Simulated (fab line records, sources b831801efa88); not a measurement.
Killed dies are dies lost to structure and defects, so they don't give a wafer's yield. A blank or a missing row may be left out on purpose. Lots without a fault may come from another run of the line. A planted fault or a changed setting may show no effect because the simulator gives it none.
fab line records | flow sky130
record lots=6 wafers=18 last_day=50
route steps=708 shown DNWELL@41 PWDE@45 NWELL@56 PAD_OPEN@708
lots that met no fault: from a run of the same line without faults
start_h: hours from the record's first day to the start of the lot's first wafer shown | wait_h: hours since the lot's step before | " the same as in the row above | L1.1+2: a row that stands for several wafers | - no value, or no start given | * or withheld: withheld | < > ~ a bound
route shown NAME@n: a module of which the file shows steps, and the number in the route of the first | usual: mean/standard deviation of fault-free wafers | same: alike in all rows | chamber/n: place in a boat | sites: the reading at each site | _std_site: their standard deviation | _edge_site: outer sites' mean less inner sites' | radius_mm: how far each site lies from the wafer's centre | mask NAME#n: copy n | behind: the tool/chamber that last shaped the wafer | hold: why the lot was held/for how many hours/how that ended | device: the transistor (n, p or np) that didn't switch | end of line: the same wafers' tests at the end of the route | a step without rows: its recipe alone | killed: dies lost to structure and defects at the first sort, not the wafer's yield | map: a wafer's dies, x killed, . not, _ none there
set.NAME: the setting as run; set.NAME@STEP: as run at that earlier step | model.NAME: the simulator's own value behind a step, which no gauge read
lots at some steps of the route; a table a step, a row a wafer
services: from which hour (start_h, from the record's first day; less than 0 if before it) a tool's chamber was out of use, for how many hours, and why
## steps
# step SKY_DNWELL_DEVELOP_06
# recipe wall_angle_deg=90 developer=TMAH develop_time_s=60 dev_temp_c=23
# step SKY_DNWELL_IMPLANT_07
# recipe species=P energy_kev=withheld dose_cm2=withheld tilt_deg=withheld
# step SKY_DNWELL_STRIP_08
# recipe chemistry=O2/N2 power_w=1400 pressure_mtorr=1500 platen_temp_c=withheld o2_flow_sccm=3000 n2_flow_sccm=300 overash_fraction=0.5
# usual drypump_motor_current_A=5.2/0.42 o2_flow_sccm=2999/8.2 oes_product_au=0.722/0.0041 strip_time_to_endpoint_s=36.93/0.11
# columns lot.wafer tool chamber start_h wait_h drypump_motor_current_A o2_flow_sccm oes_product_au rf_hours_counter_h strip_time_to_endpoint_s
L173.2 plasma_asher-01 0 61.53 0.1 4.9 3007 0.732 40 37.11
L173.4 " 1 " " 5.1 3011 0.721 - 37.01
L173.5 " 1 " " 5.1 2990 0.720 - 37.05
L174.3 plasma_asher-04 0 68.76 0.1 5.9 3008 0.725 - 37.20
L174.4 " 1 " " 4.8 3015 0.721 - 37.17
L174.5 " 1 " " 4.7 2999 0.722 - 37.07
L186.2 plasma_asher-03 1 132.07 0.1 5.4 3008 0.726 33 36.93
L186.4 " 1 " " 5.4 2992 0.717 - 36.95
L186.6 " 1 " " 5.4 3002 0.729 - 37.01
L191.1 plasma_asher-04 1 164.53 0.1 4.7 2998 0.706 5 36.85
L191.2 " 0 " " 5.9 2994 0.717 5 36.82
L191.6 " 1 " " 4.7 3002 0.719 - 36.88
L192.1 plasma_asher-04 1 171.53 0.1 4.7 3004 0.724 6 36.85
L192.4 " 1 " " 4.7 2989 0.725 - 36.89
L192.5 " 1 " " 4.7 3001 0.713 - 36.78
L193.2 plasma_asher-01 0 175.84 0.1 4.9 3000 0.717 50 36.89
L193.4 " 1 " " 5.1 3009 0.724 - 36.74
L193.5 " 1 " " 5.1 3001 0.726 - 36.79
# step SKY_DNWELL_TW_MEAS_09
# usual DNWELL_TW=1114/8.6
# columns lot.wafer tool chamber start_h wait_h DNWELL_TW
L173.2 film_metro-03 - 61.64 0.1 1139
L173.4 " - " " 1140
L173.5 " - " " 1135
L174.3 film_metro-04 - 68.85 0.1 1114
L174.4 " - " " 1109
L174.5 " - " " 1106
L186.2 film_metro-02 - 132.18 0.1 1105
L186.4 " - " " 1102
L186.6 " - " " 1106
L191.1 film_metro-03 - 164.63 0.1 1118
L191.2 " - " " 1117
L191.6 " - " " 1119
L192.1 film_metro-04 - 171.63 0.1 1110
L192.4 " - " " 1105
L192.5 " - " " 1107
L193.2 film_metro-02 - 175.95 0.1 1112
L193.4 " - " " 1112
L193.5 " - " " 1117
# step SKY_PWDE_DEHYDRATE_00
# recipe temp_c=200 time_s=60
# step SKY_PWDE_HMDS_01
# recipe prime_time_s=60 prime_temp_c=120
# step SKY_PWDE_COAT_02
# recipe spin_rpm=2000 resist_thk_nm=3000
# step SKY_PWDE_SOFTBAKE_03
# recipe temp_c=110 time_s=withheld
# step SKY_PWDE_EXPOSE_04
# recipe mask_id=PWDEM na=0.6 source_shape=conventional sigma_outer=0.6 polarization=unpolarized target_cd_nm=840 dose_mj=214
# step SKY_PWDE_PEB_05
# recipe temp_c=115 time_s=withheld
# step SKY_PWDE_DEVELOP_06
# recipe wall_angle_deg=90 developer=TMAH develop_time_s=60 dev_temp_c=23
# step SKY_PWDE_OVL_MEAS_07
# usual PWDE_OVL=-0.9/1.5
# columns lot.wafer tool chamber start_h wait_h PWDE_OVL[nm]
L173.2 overlay-01 - 78.48 - -3.1
L173.4 " - " " -2.5
L173.5 " - " " -4.3
L174.3 overlay-02 - 85.52 - 0.0
L174.4 " - " " -0.4
L174.5 " - " " 1.0
L186.2 overlay-01 - 150.73 - -0.5
L186.4 " - " " -2.1
L186.6 " - " " 0.3
L191.1 overlay-02 - 184.96 - -1.0
L191.2 " - " " -1.5
L191.6 " - " " 0.2
L192.1 overlay-02 - 191.96 - -3.2
L192.4 " - " " -3.3
L192.5 " - " " -2.1
L193.2 overlay-02 - 196.84 - -1.3
L193.4 " - " " -2.1
L193.5 " - " " -2.9
# step SKY_PWDE_IMPLANT_08
# recipe species=B energy_kev=150 dose_cm2=3.6e+12 tilt_deg=withheld
# usual beam_energy_keV=150.00/0.045 dose_ions_cm2=3.6e+12/4e+09 end_station_pressure_torr=5.02e-06/2.8e-07 faraday_current_uA=20.3/0.44
# columns lot.wafer tool chamber start_h wait_h beam_energy_keV dose_ions_cm2 end_station_pressure_torr faraday_current_uA
L173.2 implanter-01 0 78.54 0.0 150.01 3.605e+12 4.73e-06 21.2
L173.4 " 0 " " 149.99 3.603e+12 4.68e-06 20.2
L173.5 " 0 " " 150.02 3.601e+12 5.53e-06 20.1
L174.3 implanter-03 0 85.59 0.1 149.99 3.602e+12 5.14e-06 20.4
L174.4 " 0 " " 149.99 3.599e+12 4.75e-06 20.7
L174.5 " 0 " " 149.94 3.6e+12 4.68e-06 20.3
L186.2 implanter-04 0 150.79 0.0 150.10 3.598e+12 4.52e-06 20.6
L186.4 " 0 " " 150.04 3.602e+12 5e-06 20.0
L186.6 " 0 " " 150.04 3.61e+12 4.8e-06 19.9
L191.1 implanter-04 0 184.99 0.0 149.93 3.303e+12 5.13e-06 18.7
L191.2 " 0 " " 149.96 3.311e+12 4.89e-06 18.7
L191.6 " 0 " " 149.95 3.302e+12 4.71e-06 18.2
L192.1 implanter-03 0 191.99 0.0 150.04 3.597e+12 5.19e-06 20.2
L192.4 " 0 " " 150.05 3.604e+12 5.57e-06 20.1
L192.5 " 0 " " 150.04 3.599e+12 5.13e-06 20.1
L193.2 implanter-04 0 196.90 0.0 149.99 3.307e+12 5.17e-06 18.0
L193.4 " 0 " " 150.01 3.307e+12 4.98e-06 17.9
L193.5 " 0 " " 149.95 3.307e+12 5.3e-06 18.3
# step SKY_PWDE_STRIP_09
# recipe chemistry=O2/N2 power_w=1400 pressure_mtorr=1500 platen_temp_c=withheld o2_flow_sccm=3000 n2_flow_sccm=300 overash_fraction=0.5
# usual drypump_motor_current_A=5.5/0.58 o2_flow_sccm=2999/9.3 oes_product_au=0.722/0.0044 strip_time_to_endpoint_s=36.88/0.1
# columns lot.wafer tool chamber start_h wait_h drypump_motor_current_A o2_flow_sccm oes_product_au rf_hours_counter_h strip_time_to_endpoint_s
L173.2 plasma_asher-04 0 78.66 0.1 5.9 2997 0.728 40 36.99
L173.4 " 0 " " 5.9 3010 0.720 - 37.02
L173.5 " 1 " " 4.7 2998 0.713 - 37.07
L174.3 plasma_asher-04 0 85.73 0.1 5.9 2989 0.724 - 36.97
L174.4 " 1 " " 4.7 3013 0.729 - 37.00
L174.5 " 1 " " 4.7 2997 0.723 - 37.01
L186.2 plasma_asher-04 0 150.91 0.1 5.9 3000 0.724 3 36.74
L186.4 " 0 " " 5.9 2994 0.722 - 36.86
L186.6 " 1 " " 4.7 2992 0.726 - 36.88
L191.1 plasma_asher-02 1 185.14 0.1 5.6 3004 0.719 46 36.81
L191.2 " 0 " " 6.3 2985 0.717 46 36.88
L191.6 " 0 " " 6.3 2986 0.713 - 36.85
L192.1 plasma_asher-04 0 192.14 0.1 5.9 3002 0.727 8 36.83
L192.4 " 1 " " 4.7 2992 0.720 - 36.86
L192.5 " 0 " " 5.9 2998 0.722 - 36.95
L193.2 plasma_asher-02 0 197.02 0.1 6.4 3000 0.720 47 36.69
L193.4 " 1 " " 5.6 3011 0.725 - 36.75
L193.5 " 0 " " 6.3 2995 0.723 - 36.72
# step SKY_PWDE_TW_MEAS_10
# usual PWDE_TW=373.6/1.9
# columns lot.wafer tool chamber start_h wait_h PWDE_TW
L173.2 film_metro-04 - 78.77 0.1 372.0
L173.4 " - " " 370.8
L173.5 " - " " 370.9
L174.3 film_metro-04 - 85.81 0.1 375.5
L174.4 " - " " 372.5
L174.5 " - " " 372.9
L186.2 film_metro-02 - 151.02 0.1 373.0
L186.4 " - " " 372.1
L186.6 " - " " 374.7
L191.1 film_metro-03 - 185.24 0.1 366.5
L191.2 " - " " 364.0
L191.6 " - " " 365.5
L192.1 film_metro-03 - 192.24 0.1 374.9
L192.4 " - " " 373.4
L192.5 " - " " 375.8
L193.2 film_metro-02 - 197.13 0.1 364.6
L193.4 " - " " 361.1
L193.5 " - " " 363.1
# step SKY_NWELL_DEHYDRATE_03
# recipe temp_c=200 time_s=60
# step SKY_NWELL_HMDS_04
# recipe prime_time_s=60 prime_temp_c=120
# step SKY_NWELL_COAT_05
# recipe spin_rpm=2000 resist_thk_nm=3000
# step SKY_NWELL_SOFTBAKE_06
# recipe temp_c=110 time_s=withheld
# step SKY_NWELL_EXPOSE_07
# recipe mask_id=NWM na=0.6 source_shape=conventional sigma_outer=0.6 polarization=unpolarized target_cd_nm=840 dose_mj=255
# step SKY_NWELL_PEB_08
# recipe temp_c=115 time_s=withheld
# step SKY_NWELL_DEVELOP_09
# recipe wall_angle_deg=90 developer=TMAH develop_time_s=60 dev_temp_c=23
# step SKY_NWELL_OVL_MEAS_10
# usual NWELL_00_OVL=-0.5/2.6
# columns lot.wafer tool chamber start_h wait_h NWELL_00_OVL[nm]
L173.2 overlay-02 - 96.03 - 1.6
L173.4 " - " " 1.2
L173.5 " - " " 2.5
L174.3 overlay-02 - 103.83 - -1.5
L174.4 " - " " -0.5
L174.5 " - " " -2.1
L186.2 overlay-01 - 171.49 - 1.1
L186.4 " - " " -0.1
L186.6 " - " " 1.2
L191.1 overlay-02 - 206.72 - 1.7
L191.2 " - " " 0.4
L191.6 " - " " 1.6
L192.1 overlay-02 - 213.71 - -3.8
L192.4 " - " " -6.3
L192.5 " - " " -4.4
L193.2 overlay-02 - 218.99 - 2.2
L193.4 " - " " 3.1
L193.5 " - " " 2.9
# step SKY_NWELL_IMPLANT_11
# recipe species=P energy_kev=400 dose_cm2=1.9e+13 tilt_deg=withheld
# step SKY_NWELL_IMPLANT_12
# recipe species=P energy_kev=120 dose_cm2=1.3e+12 tilt_deg=withheld
# step SKY_NWELL_IMPLANT_13
# recipe species=P energy_kev=50 dose_cm2=7e+11 tilt_deg=withheld
# step SKY_NWELL_STRIP_14
# recipe chemistry=O2/N2 power_w=1400 pressure_mtorr=1500 platen_temp_c=withheld o2_flow_sccm=3000 n2_flow_sccm=300 overash_fraction=0.5
# usual drypump_motor_current_A=5.6/0.5 o2_flow_sccm=3000/8.5 oes_product_au=0.722/0.0044 strip_time_to_endpoint_s=36.89/0.096
# columns lot.wafer tool chamber start_h wait_h drypump_motor_current_A o2_flow_sccm oes_product_au rf_hours_counter_h strip_time_to_endpoint_s
L173.2 plasma_asher-04 1 96.51 0.1 4.7 3005 0.724 43 36.83
L173.4 " 1 " " 4.8 2991 0.725 - 36.86
L173.5 " 0 " " 6.0 3000 0.718 - 36.88
L174.3 plasma_asher-03 1 104.34 0.1 5.3 2999 0.720 - 36.83
L174.4 " 0 " " 5.5 2999 0.722 - 36.76
L174.5 " 1 " " 5.4 3006 0.719 - 36.72
L186.2 plasma_asher-03 1 171.97 0.1 5.4 3002 0.725 36 37.02
L186.4 " 1 " " 5.4 2996 0.725 - 36.82
L186.6 " 1 " " 5.4 2996 0.717 - 36.92
L191.1 plasma_asher-02 1 207.21 0.1 5.6 2996 0.727 48 36.82
L191.2 " 0 " " 6.3 2990 0.721 48 36.88
L191.6 " 0 " " 6.3 3001 0.726 - 36.70
L192.1 plasma_asher-02 1 214.19 0.1 5.6 3016 0.719 49 36.88
L192.4 " 0 " " 6.3 3002 0.722 - 36.93
L192.5 " 0 " " 6.3 3016 0.724 - 36.84
L193.2 plasma_asher-03 1 219.47 0.1 5.3 3003 0.724 41 36.73
L193.4 " 0 " " 5.5 3009 0.719 - 36.84
L193.5 " 1 " " 5.3 3006 0.716 - 36.88
# step SKY_NWELL_TW_MEAS_15
# usual NWELL_TW=1814/7.2
# columns lot.wafer tool chamber start_h wait_h NWELL_TW
L173.2 film_metro-02 - 96.62 0.1 1822
L173.4 " - " " 1812
L173.5 " - " " 1821
L174.3 film_metro-04 - 104.43 0.1 1813
L174.4 " - " " 1803
L174.5 " - " " 1807
L186.2 film_metro-04 - 172.08 0.1 1810
L186.4 " - " " 1809
L186.6 " - " " 1803
L191.1 film_metro-04 - 207.31 0.1 1810
L191.2 " - " " 1812
L191.6 " - " " 1819
L192.1 film_metro-04 - 214.29 0.1 1808
L192.4 " - " " 1809
L192.5 " - " " 1817
L193.2 film_metro-02 - 219.58 0.1 1812
L193.4 " - " " 1811
L193.5 " - " " 1812
# step SKY_NWELL_DEHYDRATE_16
# recipe temp_c=200 time_s=60
# step SKY_NWELL_HMDS_17
# recipe prime_time_s=60 prime_temp_c=120
# step SKY_NWELL_COAT_18
# recipe spin_rpm=2000 resist_thk_nm=3000
# step SKY_NWELL_SOFTBAKE_19
# recipe temp_c=110 time_s=withheld
# step SKY_NWELL_EXPOSE_20
# recipe mask_id=NWM_COMPLEMENT na=0.6 source_shape=conventional sigma_outer=0.6 polarization=unpolarized target_cd_nm=840 dose_mj=260
# step SKY_NWELL_PEB_21
# recipe temp_c=115 time_s=withheld
# step SKY_NWELL_DEVELOP_22
# recipe wall_angle_deg=90 developer=TMAH develop_time_s=60 dev_temp_c=23
# step SKY_NWELL_OVL_MEAS_23
# usual NWELL_01_OVL=-0.1/1.6
# columns lot.wafer tool chamber start_h wait_h NWELL_01_OVL[nm]
L173.2 overlay-01 - 115.03 - -0.1
L173.4 " - " " 0.2
L173.5 " - " " 0.2
L174.3 overlay-01 - 122.38 - -1.7
L174.4 " - " " 0.8
L174.5 " - " " 1.1
L186.2 overlay-01 - 192.14 - -0.7
L186.4 " - " " -2.2
L186.6 " - " " -1.0
L191.1 overlay-02 - 229.26 - -1.0
L191.2 " - " " -1.8
L191.6 " - " " 1.0
L192.1 overlay-02 - 237.21 - 0.9
L192.4 " - " " 0.1
L192.5 " - " " 1.8
L193.2 overlay-01 - 242.03 - -3.0
L193.4 " - " " -0.2
L193.5 " - " " -1.6
# step SKY_NWELL_IMPLANT_24
# recipe species=B energy_kev=140 dose_cm2=9.2e+12 tilt_deg=withheld
# step SKY_NWELL_STRIP_25
# recipe chemistry=O2/N2 power_w=1400 pressure_mtorr=1500 platen_temp_c=withheld o2_flow_sccm=3000 n2_flow_sccm=300 overash_fraction=0.5
# usual drypump_motor_current_A=5.5/0.44 o2_flow_sccm=3000/9.2 oes_product_au=0.722/0.0047 strip_time_to_endpoint_s=36.92/0.12
# columns lot.wafer tool chamber start_h wait_h drypump_motor_current_A o2_flow_sccm oes_product_au rf_hours_counter_h strip_time_to_endpoint_s
L173.2 plasma_asher-03 1 115.21 0.1 5.3 3015 0.721 31 36.90
L173.4 " 1 " " 5.3 3000 0.724 - 36.79
L173.5 " 1 " " 5.3 3005 0.721 - 36.71
L174.3 plasma_asher-03 1 122.59 0.1 5.4 3019 0.722 - 36.95
L174.4 " 0 " " 5.5 3006 0.720 - 36.89
L174.5 " 0 " " 5.5 2999 0.722 - 36.84
L186.2 plasma_asher-03 1 192.32 0.1 5.3 3010 0.718 38 36.98
L186.4 " 1 " " 5.3 2997 0.727 - 36.89
L186.6 " 1 " " 5.3 2995 0.720 - 36.82
L191.1 plasma_asher-04 1 229.44 0.1 4.7 3003 0.719 11 36.83
L191.2 " 0 " " 5.9 3008 0.723 11 36.82
L191.6 " 1 " " 4.7 3000 0.717 - 36.84
L192.1 plasma_asher-04 0 237.39 0.1 5.9 3019 0.714 12 36.77
L192.4 " 1 " " 4.7 3007 0.721 - 36.66
L192.5 " 1 " " 4.7 2982 0.724 - 36.83
L193.2 plasma_asher-04 1 242.21 0.1 4.7 3000 0.734 13 36.80
L193.4 " 1 " " 4.7 3010 0.724 - 36.97
L193.5 " 0 " " 6.0 3010 0.728 - 36.90
# step SKY_NWELL_TW_MEAS_26
# usual NWELL_2_TW=495.8/2.4
# columns lot.wafer tool chamber start_h wait_h NWELL_2_TW
L173.2 film_metro-04 - 115.32 0.1 491.4
L173.4 " - " " 492.4
L173.5 " - " " 494.6
L174.3 film_metro-02 - 122.68 0.1 493.9
L174.4 " - " " 495.2
L174.5 " - " " 495.1
L186.2 film_metro-04 - 192.43 0.1 498.1
L186.4 " - " " 495.6
L186.6 " - " " 494.5
L191.1 film_metro-03 - 229.54 0.1 500.4
L191.2 " - " " 495.0
L191.6 " - " " 499.8
L192.1 film_metro-03 - 237.49 0.1 498.0
L192.4 " - " " 495.0
L192.5 " - " " 495.5
L193.2 film_metro-02 - 242.32 0.1 495.0
L193.4 " - " " 494.6
L193.5 " - " " 493.1
# step SKY_NWELL_CLEAN_27
# recipe chemistry=SC1/SC2 mix=1:4:20 temp_c=70 time_s=150 dry=n2_spin
# step SKY_NWELL_RTA_28
# recipe temp_c=1050 time_s=30 idle_temp_c=650 ramp_up_c_per_s=150 ramp_down_c_per_s=90 ambient=N2
# usual lamp_power_pct=25.30/0.053 wafer_temp_C_max=1054.9/0.94
# columns lot.wafer tool chamber start_h wait_h lamp_power_pct wafer_temp_C_max
L173.2 rtp_anneal-01 0 115.44 0.0 25.38 1054.1
L173.4 " 0 " " 25.32 1056.2
L173.5 " 0 " " 25.32 1055.6
L174.3 rtp_anneal-01 0 122.81 0.0 25.35 1054.6
L174.4 " 0 " " 25.30 1054.3
L174.5 " 0 " " 25.40 1054.5
L186.2 rtp_anneal-01 0 192.55 0.0 25.34 1054.0
L186.4 " 0 " " 25.30 1055.9
L186.6 " 0 " " 25.42 1054.8
L191.1 rtp_anneal-01 0 229.66 0.0 25.30 1054.9
L191.2 " 0 " " 25.35 1054.6
L191.6 " 0 " " 25.34 1055.4
L192.1 rtp_anneal-02 0 237.65 0.0 25.29 1056.3
L192.4 " 0 " " 25.27 1053.4
L192.5 " 0 " " 25.27 1054.4
L193.2 rtp_anneal-01 0 242.48 0.0 25.32 1055.3
L193.4 " 0 " " 25.39 1055.9
L193.5 " 0 " " 25.27 1055.7
# step SKY_NWELL_RS_MEAS_29
# recipe thk_meas_gauge=four-point-probe
# usual NWELL_RS=625.2/1.6
# columns lot.wafer tool chamber start_h wait_h NWELL_RS[ohm/sq]
L173.2 film_metro-02 - 115.54 0.1 623.9
L173.4 " - " " 627.1
L173.5 " - " " 624.5
L174.3 film_metro-02 - 122.91 0.1 628.5
L174.4 " - " " 626.6
L174.5 " - " " 628.1
L186.2 film_metro-03 - 192.65 0.1 624.9
L186.4 " - " " 626.8
L186.6 " - " " 624.4
L191.1 film_metro-02 - 229.76 0.1 625.0
L191.2 " - " " 625.3
L191.6 " - " " 625.5
L192.1 film_metro-02 - 237.85 0.2 624.0
L192.4 " - " " 624.2
L192.5 " - " " 623.7
L193.2 film_metro-04 - 242.59 0.1 622.4
L193.4 " - " " 624.0
L193.5 " - " " 623.1
# step SKY_NWELL_RS_MEAS_31
# recipe thk_meas_gauge=four-point-probe
# usual PWDE_RS=5282/17
# columns lot.wafer tool chamber start_h wait_h PWDE_RS[ohm/sq]
L173.2 film_metro-02 - 115.78 0.1 5269
L173.4 " - " " 5267
L173.5 " - " " 5268
L174.3 film_metro-02 - 123.15 0.1 5266
L174.4 " - " " 5275
L174.5 " - " " 5266
L186.2 film_metro-03 - 192.89 0.1 5298
L186.4 " - " " 5299
L186.6 " - " " 5287
L191.1 film_metro-02 - 230.00 0.1 5703
L191.2 " - " " 5693
L191.6 " - " " 5674
L192.1 film_metro-02 - 238.09 0.1 5284
L192.4 " - " " 5291
L192.5 " - " " 5292
L193.2 film_metro-04 - 242.83 0.1 5662
L193.4 " - " " 5679
L193.5 " - " " 5671
# step SKY_PAD_OPEN_PROBE_99
# usual killed_at_M0_to_M3=43/7.1 killed_at_M4_up=3.1/1.7 killed_at_contacts=23/5.1 killed_at_front_end=14/4.4 killed_at_other=0.3/0.47 killed_dies=84/9.9 killed_on_rim=16/3.8 killed_open=45/6.6 killed_short=38/6.8
# same gross_dies=492 killed_at_back_side=0
# columns lot.wafer tool chamber start_h wait_h killed_at_M0_to_M3 killed_at_M4_up killed_at_contacts killed_at_front_end killed_at_other killed_dies killed_on_rim killed_open killed_short model.etest.res_pwde_under_gate.rs_ohm_sq
L173.2 prober-02 - 1092.00 0.1 32 1 23 14 0 70 19 43 27 6286
L173.4 prober-02 - 1092.10 0.2 49 5 26 17 0 97 19 53 44 6314
L173.5 prober-02 - 1092.15 0.2 38 0 16 18 0 72 17 44 28 6241
L174.3 prober-02 - 1109.87 0.2 39 6 26 20 0 91 17 44 47 6133
L174.4 prober-02 - 1109.92 0.2 37 3 23 16 0 79 17 47 32 6160
L174.5 prober-02 - 1109.97 0.2 57 3 27 8 0 95 14 57 38 6170
L186.2 prober-02 - 1165.43 0.1 35 2 31 13 0 81 16 48 33 6201
L186.4 prober-02 - 1165.53 0.2 36 4 29 8 0 77 13 40 37 6160
L186.6 prober-02 - 1165.63 0.2 55 4 17 14 0 90 18 43 47 6169
L191.1 prober-01 - 1187.05 0.1 34 5 13 16 1 69 12 42 27 6812
L191.2 prober-01 - 1187.10 0.1 32 5 13 10 0 60 8 27 33 6799
L191.6 prober-01 - 1187.30 0.2 32 6 18 12 1 69 13 41 28 6746
L192.1 prober-02 - 1197.27 0.1 44 6 19 9 1 79 23 42 37 6148
L192.4 prober-02 - 1197.42 0.2 36 1 14 20 0 71 14 35 36 6137
L192.5 prober-02 - 1197.47 0.2 44 3 22 18 0 87 14 59 28 6188
L193.2 prober-01 - 1198.25 0.1 40 4 18 14 0 76 17 36 40 6715
L193.4 prober-01 - 1198.35 0.2 48 5 43 16 0 112 21 60 52 6681
L193.5 prober-01 - 1198.40 0.2 47 4 16 8 0 75 14 41 34 6721
# killed by level:class
L173.2 VIA1:geometric_particle:open=9 CONTACT:geometric_particle:open=8 VIA3:geometric_particle:open=6 LI_CONTACT:geometric_particle:open=5 LOCAL_INTERCONNECT:geometric_particle:short=5 VIA2:geometric_particle:short=4 POLY_GATE:geometric_particle:open=3 SPACER:geometric_particle:open=3
L173.4 CONTACT:geometric_particle:open=8 VIA2:geometric_particle:open=8 VIA3:geometric_particle:open=8 CONTACT:geometric_particle:short=7 METAL1:geometric_particle:short=7 VIA1:geometric_particle:open=7 LI_CONTACT:geometric_particle:open=6 POLY_GATE:geometric_particle:short=5
L173.5 VIA1:geometric_particle:open=16 POLY_GATE:geometric_particle:open=7 VIA3:geometric_particle:open=6 METAL2:geometric_particle:short=6 CONTACT:geometric_particle:short=5 LOCAL_INTERCONNECT:geometric_particle:short=4 CONTACT:geometric_particle:open=4 SONOS_ONO:geometric_particle:short=3
L174.3 CONTACT:geometric_particle:open=11 VIA1:geometric_particle:open=8 METAL2:geometric_particle:short=7 VIA1:geometric_particle:short=6 POLY_GATE:geometric_particle:open=6 LOCAL_INTERCONNECT:geometric_particle:short=5 VIA2:geometric_particle:open=5 METAL4:geometric_particle:short=5
L174.4 VIA1:geometric_particle:open=10 CONTACT:geometric_particle:open=8 LI_CONTACT:geometric_particle:open=7 LI_CONTACT:geometric_particle:short=6 VIA2:geometric_particle:open=6 VIA3:geometric_particle:open=5 METAL1:geometric_particle:short=4 FIELD_ISO:geometric_particle:short=3
L174.5 LI_CONTACT:geometric_particle:open=12 VIA1:geometric_particle:open=12 CONTACT:geometric_particle:open=10 VIA2:geometric_particle:open=10 METAL1:geometric_particle:short=9 METAL2:geometric_particle:short=8 VIA3:geometric_particle:open=8 VIA1:geometric_particle:short=4
L186.2 LI_CONTACT:geometric_particle:open=13 CONTACT:geometric_particle:open=12 METAL2:geometric_particle:short=8 METAL3:geometric_particle:short=4 VIA1:geometric_particle:open=4 VIA3:geometric_particle:open=4 FIELD_ISO:geometric_particle:short=3 POLY_GATE:geometric_particle:short=3
L186.4 CONTACT:geometric_particle:open=11 VIA2:geometric_particle:open=8 LI_CONTACT:geometric_particle:open=7 VIA3:geometric_particle:open=6 CONTACT:geometric_particle:short=5 METAL1:geometric_particle:short=5 LOCAL_INTERCONNECT:geometric_particle:short=4 VIA3:geometric_particle:short=4
L186.6 METAL1:geometric_particle:short=9 VIA2:geometric_particle:open=9 VIA1:geometric_particle:open=7 VIA2:geometric_particle:short=7 CONTACT:geometric_particle:open=6 LI_CONTACT:geometric_particle:open=5 VIA1:geometric_particle:short=5 FIELD_ISO:geometric_particle:short=4
L191.1 VIA1:geometric_particle:open=10 VIA3:geometric_particle:open=6 FIELD_ISO:geometric_particle:open=4 LI_CONTACT:geometric_particle:open=4 METAL4:geometric_particle:short=4 METAL2:geometric_particle:short=4 VIA2:geometric_particle:short=4 FIELD_ISO:geometric_particle:short=3
L191.2 VIA1:geometric_particle:open=6 VIA3:geometric_particle:short=5 VIA1:geometric_particle:short=5 VIA3:geometric_particle:open=4 LOCAL_INTERCONNECT:geometric_particle:short=4 CONTACT:geometric_particle:open=4 METAL4:geometric_particle:short=4 VIA2:geometric_particle:short=4
L191.6 VIA1:geometric_particle:open=12 CONTACT:geometric_particle:open=6 METAL1:geometric_particle:short=6 VIA3:geometric_particle:open=6 LOCAL_INTERCONNECT:geometric_particle:short=5 METAL4:geometric_particle:short=5 FIELD_ISO:geometric_particle:open=4 POLY_GATE:geometric_particle:open=3
L192.1 VIA1:geometric_particle:open=14 VIA2:geometric_particle:open=8 CONTACT:geometric_particle:open=6 VIA1:geometric_particle:short=6 CONTACT:geometric_particle:short=5 FIELD_ISO:geometric_particle:open=4 METAL4:geometric_particle:short=4 METAL1:geometric_particle:short=4
L192.4 VIA1:geometric_particle:short=7 VIA1:geometric_particle:open=7 FIELD_ISO:geometric_particle:short=5 FIELD_ISO:geometric_particle:open=5 CONTACT:geometric_particle:open=5 VIA3:geometric_particle:open=4 POLY_GATE:geometric_particle:open=4 LI_CONTACT:geometric_particle:open=4
L192.5 VIA1:geometric_particle:open=14 VIA3:geometric_particle:open=7 CONTACT:geometric_particle:open=7 VIA2:geometric_particle:open=7 FIELD_ISO:geometric_particle:open=6 LI_CONTACT:geometric_particle:open=6 POLY_GATE:geometric_particle:short=5 LOCAL_INTERCONNECT:geometric_particle:short=5
L193.2 METAL1:geometric_particle:short=11 VIA1:geometric_particle:open=8 METAL2:geometric_particle:short=7 VIA2:geometric_particle:open=6 FIELD_ISO:geometric_particle:short=4 LI_CONTACT:geometric_particle:open=4 CONTACT:geometric_particle:open=4 METAL4:geometric_particle:short=4
L193.4 CONTACT:geometric_particle:open=17 VIA1:geometric_particle:open=13 LI_CONTACT:geometric_particle:open=10 CONTACT:geometric_particle:short=10 METAL1:geometric_particle:short=8 VIA3:geometric_particle:open=7 FIELD_ISO:geometric_particle:short=5 POLY_GATE:geometric_particle:short=5
L193.5 VIA1:geometric_particle:open=10 VIA3:geometric_particle:open=8 METAL1:geometric_particle:short=6 LI_CONTACT:geometric_particle:open=5 VIA3:geometric_particle:short=5 METAL2:geometric_particle:short=5 CONTACT:geometric_particle:open=4 CONTACT:geometric_particle:short=4
## services
# columns tool chamber start_h hours kind
plasma_asher-04 - 40.07 2.8 pm
implanter-01 - 64.90 1.7 repair
plasma_asher-02 - 71.87 6.2 repair
plasma_asher-01 - 74.16 14.6 pm
plasma_asher-02 - 77.54 21.4 repair
implanter-03 - 86.51 3.7 pm
plasma_asher-04 - 108.75 9.0 pm
plasma_asher-04 0 108.75 9.0 vent_cycle
plasma_asher-04 1 108.75 9.0 vent_cycle
implanter-03 - 116.91 1.0 repair
plasma_asher-04 0 117.75 - clean
plasma_asher-04 1 117.75 - clean
implanter-03 - 132.59 3.5 pm
plasma_asher-01 - 166.14 3.9 repair
plasma_asher-02 - 193.87 1.8 repair
implanter-01 - 207.55 9.7 pm
implanter-01 - 217.20 2.9 pm
implanter-01 - 237.98 3.6 pm
## key
first_sign step=SKY_PWDE_IMPLANT_08 reading=dose_ions_cm2 direction=down sigmas=74 usual=* struck=*
effect step=SKY_PWDE_IMPLANT_08 reading=faraday_current_uA direction=down sigmas=4.6 usual=20.3 struck=18.3
effect step=SKY_PWDE_TW_MEAS_10 reading=PWDE_TW direction=down sigmas=5.1 usual=373.6 struck=364.1
effect step=SKY_NWELL_RS_MEAS_31 reading=PWDE_RS direction=up sigmas=23 usual=5282 struck=5680
model_effect step=SKY_PAD_OPEN_PROBE_99 value=etest.res_pwde_under_gate.rs_ohm_sq without=6221 struck=6745
met_at SKY_PWDE_IMPLANT_08
struck_wafers L191.1,L191.2,L191.6,L193.2,L193.4,L193.5
tester_left_out L191,L193
onset_between 150.79 184.99
fault kind=process_parameter_drift tool=implanter-04 chamber=- onset_h=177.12 steps=SKY_PWDE_IMPLANT_08 channel=dose_cm2 offset=* shape=step end_h=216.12 acts_in=* stated=*
# tester_left_out: of these lots the tester's yield and bins aren't shown, on N5 and GAA mostly nor the transistor test; their killed dies are dies lost to structure and defects alone, not to doping, threshold or leakage, so they don't give the yield
